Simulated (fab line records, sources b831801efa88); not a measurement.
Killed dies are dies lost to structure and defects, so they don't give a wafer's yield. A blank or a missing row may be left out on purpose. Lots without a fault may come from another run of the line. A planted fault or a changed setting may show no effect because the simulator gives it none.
A struck lot beside a sound one | flow sky130 | 46 steps out of a route of 708
Sound: wafers L537.1, L537.2, L537.5. Struck: wafers L542.3, L542.4, L542.6. The cause comes at the end.
At each step with rows: each side's tool, then ch and its chambers, then its first start. Under that, the readings that differ: sound wafers | struck wafers | difference of the means | sigmas: that difference in standard deviations of wafers without a fault.
alike: readings whose means differ by less than 2 such deviations, and words and numbers that are the same on both sides. not compared: withheld readings, readings that some wafer has no value for, bounds like >300 that may hide the same value, and numbers for which the record gives no deviation and whose values overlap.
The two part at a step that has a row with sigmas, a row that says differs or no value, or rows on one side only. Numbers that don't overlap but have no deviation are shown without sigmas and don't part them. A reading that every wafer of one side lacks parts them only if that side has two wafers or more.

first, 5 steps without rows for these wafers: SKY_VT_ADJUST_HVTP_COAT_02 (resist thk 1140 nm); SKY_VT_ADJUST_HVTP_SOFTBAKE_03 (time 60 s); SKY_VT_ADJUST_HVTP_EXPOSE_04 (exposes mask HVTPM, target cd 380 nm); SKY_VT_ADJUST_HVTP_PEB_05; SKY_VT_ADJUST_HVTP_DEVELOP_06 (develop time 60 s).
SKY_VT_ADJUST_HVTP_CD_MEAS_07: target cd 380 nm.
  sound on cd_sem-02, day 7 02:02; struck on cd_sem-02, day 8 12:06
  reading    | sound             | struck            | difference | sigmas
  cd_nm (nm) | 382.9 382.1 384.8 | 376.4 377.2 377.6 | -6.2       | -2
SKY_VT_ADJUST_HVTP_OVL_MEAS_08:
  sound on overlay-02, day 7 02:09; struck on overlay-01, day 8 12:12
  reading                 | sound          | struck       | difference | sigmas
  VT_ADJUST_HVTP_OVL (nm) | -2.4 -2.1 -3.2 | 1.5 0.7 -0.3 | +3.2       | +2
then, 1 step without rows for these wafers: SKY_VT_ADJUST_HVTP_IMPLANT_09.
SKY_VT_ADJUST_HVTP_STRIP_10: strips in O2/N2.
  sound on plasma_asher-02 ch 0,1, day 7 02:20; struck on plasma_asher-01 ch 0,1, day 8 12:24
  alike: drypump_motor_current_A, oes_product_au, strip_time_to_endpoint_s
  not compared: rf_hours_counter_h
SKY_VT_ADJUST_HVTP_TW_MEAS_11:
  sound on film_metro-03, day 7 02:26; struck on film_metro-02, day 8 12:29
  alike: VT_ADJUST_HVTP_TW
then, 2 steps without rows for these wafers: SKY_VT_ADJUST_LVTN_DEHYDRATE_00 (time 60 s); SKY_VT_ADJUST_LVTN_HMDS_01 (prime time 60 s).
SKY_VT_ADJUST_LVTN_COAT_02: resist thk 3000 nm.
  sound on litho_track-02 ch 0, day 7 11:42; struck on litho_track-04, day 8 22:41
  no value came back on the struck wafers for chill_plate_temp_C (C), dispense_pressure_kPa (kPa), exhaust_pa (Pa), resist_line_temp_C (C); on the sound wafers chill_plate_temp_C (C) reads 23.05 23.07 22.92
then, 4 steps without rows for these wafers: SKY_VT_ADJUST_LVTN_SOFTBAKE_03; SKY_VT_ADJUST_LVTN_EXPOSE_04 (exposes mask NWM COMPLEMENT LESS NATIVE, target cd 840 nm); SKY_VT_ADJUST_LVTN_PEB_05; SKY_VT_ADJUST_LVTN_DEVELOP_06 (develop time 60 s).
SKY_VT_ADJUST_LVTN_OVL_MEAS_07:
  sound on overlay-02, day 7 21:36; struck on overlay-02, day 9 09:59
  reading                 | sound          | struck | difference                    | sigmas
  VT_ADJUST_LVTN_OVL (nm) | -6.2 -5.0 -3.3 | - - -  | no value on the struck wafers |
then, 1 step without rows for these wafers: SKY_VT_ADJUST_LVTN_IMPLANT_08.
SKY_VT_ADJUST_LVTN_STRIP_09: strips in O2/N2.
  sound on plasma_asher-04 ch 0,1, day 7 21:47; struck on plasma_asher-01 ch 0,1, day 9 10:12
  no value came back on the struck wafers for oes_product_au (a.u.), strip_time_to_endpoint_s (s); on the sound wafers oes_product_au (a.u.) reads 0.720 0.719 0.727
  alike: drypump_motor_current_A
  not compared: rf_hours_counter_h
SKY_VT_ADJUST_LVTN_TW_MEAS_10:
  sound on film_metro-04, day 7 21:53; struck on film_metro-04, day 9 10:17
  alike: VT_ADJUST_LVTN_TW
then, 7 steps without rows for these wafers: SKY_VT_ADJUST_LVTN_DEHYDRATE_11 (time 60 s); SKY_VT_ADJUST_LVTN_HMDS_12 (prime time 60 s); SKY_VT_ADJUST_LVTN_COAT_13 (resist thk 1140 nm); SKY_VT_ADJUST_LVTN_SOFTBAKE_14 (time 60 s); SKY_VT_ADJUST_LVTN_EXPOSE_15 (exposes mask HVN STD DERIVED, target cd 600 nm); SKY_VT_ADJUST_LVTN_PEB_16; SKY_VT_ADJUST_LVTN_DEVELOP_17 (develop time 60 s).
SKY_VT_ADJUST_LVTN_OVL_MEAS_18:
  sound on overlay-01, day 8 17:56; struck on overlay-01, day 10 07:37
  alike: VT_ADJUST_LVTN_01_OVL
then, 1 step without rows for these wafers: SKY_VT_ADJUST_LVTN_IMPLANT_19.
SKY_VT_ADJUST_LVTN_STRIP_20: strips in O2/N2.
  sound on plasma_asher-01 ch 0,1, day 8 18:07; struck on plasma_asher-01 ch 0,1, day 10 07:49
  alike: drypump_motor_current_A, oes_product_au, strip_time_to_endpoint_s
  not compared: rf_hours_counter_h
SKY_VT_ADJUST_LVTN_TW_MEAS_21:
  sound on film_metro-03, day 8 18:13; struck on film_metro-04, day 10 07:55
  reading             | sound             | struck            | difference | sigmas
  VT_ADJUST_LVTN_2_TW | 188.2 188.5 187.3 | 266.8 265.9 264.9 | +77.9      | +35
then, 7 steps without rows for these wafers: SKY_VT_ADJUST_NCORE_DEHYDRATE_00 (time 59.08 s); SKY_VT_ADJUST_NCORE_HMDS_01 (prime time 60 s); SKY_VT_ADJUST_NCORE_COAT_02 (resist thk 1140 nm); SKY_VT_ADJUST_NCORE_SOFTBAKE_03 (time 60 s); SKY_VT_ADJUST_NCORE_EXPOSE_04 (exposes mask LVTN COMPLEMENT THIN, target cd 380 nm); SKY_VT_ADJUST_NCORE_PEB_05; SKY_VT_ADJUST_NCORE_DEVELOP_06 (develop time 60 s).
SKY_VT_ADJUST_NCORE_CD_MEAS_07: target cd 380 nm.
  sound on cd_sem-01, day 9 15:22; struck on cd_sem-02, day 11 06:20
  alike: cd_nm
SKY_VT_ADJUST_NCORE_OVL_MEAS_08:
  sound on overlay-02, day 9 15:29; struck on overlay-02, day 11 06:26
  alike: VT_ADJUST_NCORE_OVL
then, 1 step without rows for these wafers: SKY_VT_ADJUST_NCORE_IMPLANT_09.
SKY_VT_ADJUST_NCORE_TW_MEAS_11:
  sound on film_metro-03, day 9 15:46; struck on film_metro-03, day 11 06:43
  reading            | sound             | struck            | difference | sigmas
  VT_ADJUST_NCORE_TW | 218.4 219.7 218.1 | 285.2 284.8 282.6 | +65.5      | +60
SKY_VT_ADJUST_HVTR_TW_MEAS_11:
  sound on film_metro-04, day 10 13:52; struck on film_metro-04, day 12 07:34
  reading           | sound             | struck            | difference | sigmas
  VT_ADJUST_HVTR_TW | 211.5 210.9 209.7 | 277.0 278.1 277.5 | +66.8      | +28
SKY_VT_ADJUST_PCH_TW_MEAS_10:
  sound on film_metro-03, day 11 13:09; struck on film_metro-02, day 13 08:41
  reading          | sound             | struck            | difference | sigmas
  VT_ADJUST_PCH_TW | 144.2 143.8 144.1 | 253.5 254.5 253.3 | +109.7     | +69
SKY_SONOS_TUNNEL_TW_MEAS_12:
  sound on film_metro-04, day 12 14:02; struck on film_metro-03, day 14 11:55
  reading         | sound             | struck            | difference | sigmas
  SONOS_TUNNEL_TW | 195.8 196.7 197.4 | 273.4 271.9 272.1 | +75.8      | +32

WHERE THEY PART
First at SKY_VT_ADJUST_HVTP_CD_MEAS_07; last, within this record, at SKY_SONOS_TUNNEL_TW_MEAS_12.

WHY: what the simulator had put in
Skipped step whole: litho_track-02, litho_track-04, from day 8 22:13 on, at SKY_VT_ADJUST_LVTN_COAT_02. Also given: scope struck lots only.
